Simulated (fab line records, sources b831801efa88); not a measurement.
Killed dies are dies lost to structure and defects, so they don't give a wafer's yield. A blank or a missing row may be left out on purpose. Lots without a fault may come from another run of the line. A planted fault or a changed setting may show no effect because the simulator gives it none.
Which tool did it? | flow gf180mcu | 12 lots, 36 wafers sampled, at 6 steps of a route of 602

WHAT THE GAUGES READ, wafer by wafer
GF_HV_LDD_CD_MEAS_31: target cd 400 nm.
lot  | measured     | on        | cd_nm (nm)
L440 | day 11 16:18 | cd_sem-02 | 396.6 395.8 394.1
L441 | day 12 01:05 | cd_sem-02 | 399.8 400.8 400.7
L444 | day 13 00:25 | cd_sem-02 | 403.9 402.1 403.5
L446 | day 13 15:50 | cd_sem-01 | 402.4 402.1 402.3
L447 | day 14 04:28 | cd_sem-02 | 398.0 397.3 397.3
L448 | day 14 10:41 | cd_sem-01 | 397.9 398.8 397.2
L449 | day 14 16:54 | cd_sem-02 | 400.5 400.7 399.0
L450 | day 15 08:31 | cd_sem-02 | 395.3 394.7 398.8
L452 | day 16 04:29 | cd_sem-01 | 405.8 406.0 401.8
L458 | day 17 17:59 | cd_sem-02 | 397.6 398.3 398.6
L460 | day 18 10:30 | cd_sem-01 | 400.6 396.7 399.9
L461 | day 18 16:09 | cd_sem-02 | 404.9 401.7 403.7

GF_HV_LDD_OVL_MEAS_32.
lot  | measured     | on         | HV_LDD_02_OVL (nm)
L440 | day 11 16:25 | overlay-02 | 0.1 1.5 1.2
L441 | day 12 01:13 | overlay-01 | 1.6 -0.2 -0.5
L444 | day 13 00:32 | overlay-02 | 0.1 0.2 1.6
L446 | day 13 15:57 | overlay-01 | 0.4 0.5 0.7
L447 | day 14 04:34 | overlay-01 | 0.8 0.7 0.5
L448 | day 14 10:47 | overlay-01 | 0.3 0.0 1.1
L449 | day 14 17:01 | overlay-01 | 0.5 0.0 2.7
L450 | day 15 08:38 | overlay-01 | 0.5 1.0 1.7
L452 | day 16 04:37 | overlay-02 | 0.4 -1.4 -0.9
L458 | day 17 18:07 | overlay-01 | 1.8 1.3 1.3
L460 | day 18 10:37 | overlay-02 | 1.4 0.0 2.4
L461 | day 18 16:15 | overlay-02 | 1.9 2.3 3.1

GF_HV_LDD_THK_MEAS_55.
lot  | measured     | on            | HV_LDD_CVD_54_THK (nm)
L440 | day 12 14:32 | film_metro-01 | 9.71 9.93 9.75
L441 | day 12 22:19 | film_metro-04 | 9.85 9.94 9.78
L444 | day 13 22:32 | film_metro-04 | 9.89 9.91 9.93
L446 | day 14 15:11 | film_metro-02 | 10.10 10.08 10.08
L447 | day 15 03:23 | film_metro-02 | 9.73 9.90 9.76
L448 | day 15 11:05 | film_metro-01 | 9.91 9.77 9.75
L449 | day 15 17:23 | film_metro-01 | 10.05 9.91 9.96
L450 | day 16 09:17 | film_metro-04 | 10.25 9.95 10.06
L452 | day 17 05:46 | film_metro-01 | 9.77 9.91 10.00
L458 | day 18 19:05 | film_metro-01 | 9.87 9.84 9.97
L460 | day 19 12:16 | film_metro-02 | 9.70 9.86 9.87
L461 | day 19 18:16 | film_metro-04 | 9.98 10.04 9.93

GF_PSD_RS_MEAS_15: measures by four-point-probe.
lot  | measured     | on            | PSD_RS (ohm/sq)
L440 | day 14 09:43 | film_metro-02 | 108.8 109.1 108.9
L441 | day 14 18:05 | film_metro-01 | 108.2 108.2 107.9
L444 | day 15 20:50 | film_metro-01 | 108.2 108.1 108.1
L446 | day 16 12:37 | film_metro-01 | 108.5 108.7 108.1
L447 | day 17 02:59 | film_metro-02 | 108.8 108.8 108.5
L448 | day 17 10:29 | film_metro-01 | 109.1 108.8 109.1
L449 | day 17 17:28 | film_metro-03 | 108.3 108.5 108.5
L450 | day 18 09:44 | film_metro-03 | 108.4 108.5 108.5
L452 | day 19 07:11 | film_metro-01 | 108.7 108.7 108.7
L458 | day 20 21:14 | film_metro-03 | 108.8 108.2 108.8
L460 | day 21 12:31 | film_metro-03 | 110.6 110.3 110.6
L461 | day 21 18:56 | film_metro-01 | 110.1 110.2 110.3

WHICH TOOL RAN EACH LOT (tool, then ch and the chambers of the sampled wafers, then the start)
lot  | GF_PSD_IMPLANT_09               | GF_PSD_STRIP_10
L440 | implanter-01 ch 0, day 14 09:09 | plasma_asher-02 ch 0,1, day 14 09:18
L441 | implanter-01 ch 0, day 14 17:31 | plasma_asher-01 ch 0,1, day 14 17:40
L444 | implanter-01 ch 0, day 15 20:16 | plasma_asher-02 ch 0,1, day 15 20:24
L446 | implanter-03 ch 0, day 16 12:03 | plasma_asher-02 ch 0,1, day 16 12:10
L447 | implanter-01 ch 0, day 17 02:25 | plasma_asher-01 ch 0,1, day 17 02:33
L448 | implanter-03 ch 0, day 17 09:55 | plasma_asher-02 ch 0,1, day 17 10:03
L449 | implanter-01 ch 0, day 17 16:54 | plasma_asher-03 ch 0,1, day 17 17:03
L450 | implanter-03 ch 0, day 18 09:09 | plasma_asher-01 ch 0,1, day 18 09:18
L452 | implanter-01 ch 0, day 19 06:37 | plasma_asher-03 ch 0,1, day 19 06:46
L458 | implanter-04 ch 0, day 20 20:40 | plasma_asher-01 ch 0,1, day 20 20:49
L460 | implanter-03 ch 0, day 21 11:57 | plasma_asher-01 ch 0,1, day 21 12:06
L461 | implanter-03 ch 0, day 21 18:22 | plasma_asher-02 ch 0,1, day 21 18:30
- GF_PSD_IMPLANT_09
- GF_PSD_STRIP_10: strips in O2/N2.

WHAT THE TOOLS THEMSELVES READ (means of the sampled wafers that have a number; where no wafer has one, the mark that the record gives instead)
GF_PSD_IMPLANT_09.
lot  | tool         | beam_energy_keV | faraday_current_uA
L440 | implanter-01 | 39.993          | 8263
L441 | implanter-01 | 40.009          | 8329
L444 | implanter-01 | 40.001          | 8293
L446 | implanter-03 | 39.993          | 8080
L447 | implanter-01 | 40.002          | 8263
L448 | implanter-03 | 39.993          | 8145
L449 | implanter-01 | 40.000          | 8288
L450 | implanter-03 | 40.004          | 8077
L452 | implanter-01 | 40.007          | 8157
L458 | implanter-04 | 40.012          | 8361
L460 | implanter-03 | 38.422          | 8367
L461 | implanter-03 | 38.456          | 8270

GF_PSD_STRIP_10.
lot  | tool            | drypump_motor_current_A (A) | heater_power_w (W) | oes_product_au (a.u.) | strip_time_to_endpoint_s (s)
L440 | plasma_asher-02 | 6.0                         | 313                | 0.590                 | 16.55
L441 | plasma_asher-01 | 6.2                         | 316                | 0.594                 | 16.48
L444 | plasma_asher-02 | 5.8                         | 321                | 0.592                 | 16.56
L446 | plasma_asher-02 | 5.8                         | 322                | 0.594                 | 16.50
L447 | plasma_asher-01 | 6.2                         | 318                | 0.590                 | 16.48
L448 | plasma_asher-02 | 5.7                         | 325                | 0.590                 | 16.58
L449 | plasma_asher-03 | 6.1                         | 357                | 0.592                 | 16.48
L450 | plasma_asher-01 | 6.2                         | 311                | 0.591                 | 16.54
L452 | plasma_asher-03 | 6.1                         | 351                | 0.591                 | 16.55
L458 | plasma_asher-01 | 6.2                         | 315                | 0.594                 | 16.45
L460 | plasma_asher-01 | 6.2                         | 317                | 0.598                 | 16.39
L461 | plasma_asher-02 | 6.0                         | 314                | 0.597                 | 16.42

THE ANSWER, worked out from the rows above alone
Rule: what is usual is taken from the lots themselves. Put in order of their means at a reading, lots are off if they are a third of the lots or fewer, leave a main group of 4 or more, and stand apart from it by a gap of 3 or more times the standard deviation of the main group's means; of several such gaps the widest counts. A main group whose means are all the same, to the digits that the tables above print for the reading, isn't used. A lot without any number at a reading at which 4 lots or more have one is off too. The other lots that the step has rows for count as sound. The gauges are gone through in route order, then the tools' own readings, and for those a lot's mean is taken as printed above. The first step at which some lot is off is used, and at that step the reading that is off furthest; a lot without a number counts as furthest.
Off: L460, L461, at GF_PSD_RS_MEAS_15 (PSD_RS). The main group: mean 108.5 ohm/sq, standard deviation 0.28.
A tool fits if, at a process step before that reading, it ran every lot that is off, and no sound lot after the first of them. The gauges at GF_PSD_RS_MEAS_15 aren't tried: what is off there is off at GF_PSD_IMPLANT_09 too, on other tools, and a gauge's error can't cause that. One fits: implanter-03 at GF_PSD_IMPLANT_09. Its last sound lot is L450 (day 18 09:09), its first lot that is off L460 (day 21 11:57): a fault that began between those two fits.
The tool's own readings at GF_PSD_IMPLANT_09 bear it out: on the lots that are off they differ by more than 5 times the standard deviation of the sound lots' means. beam_energy_keV reads 38.439 there against 40.001 on the sound lots.

WHAT THE SIMULATOR HAD PUT IN
Process parameter drift: implanter-03, from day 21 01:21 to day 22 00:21, at GF_PSD_IMPLANT_09. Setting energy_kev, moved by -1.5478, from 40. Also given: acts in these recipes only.
Lots struck among those shown: L460, L461. The rule above found the same.
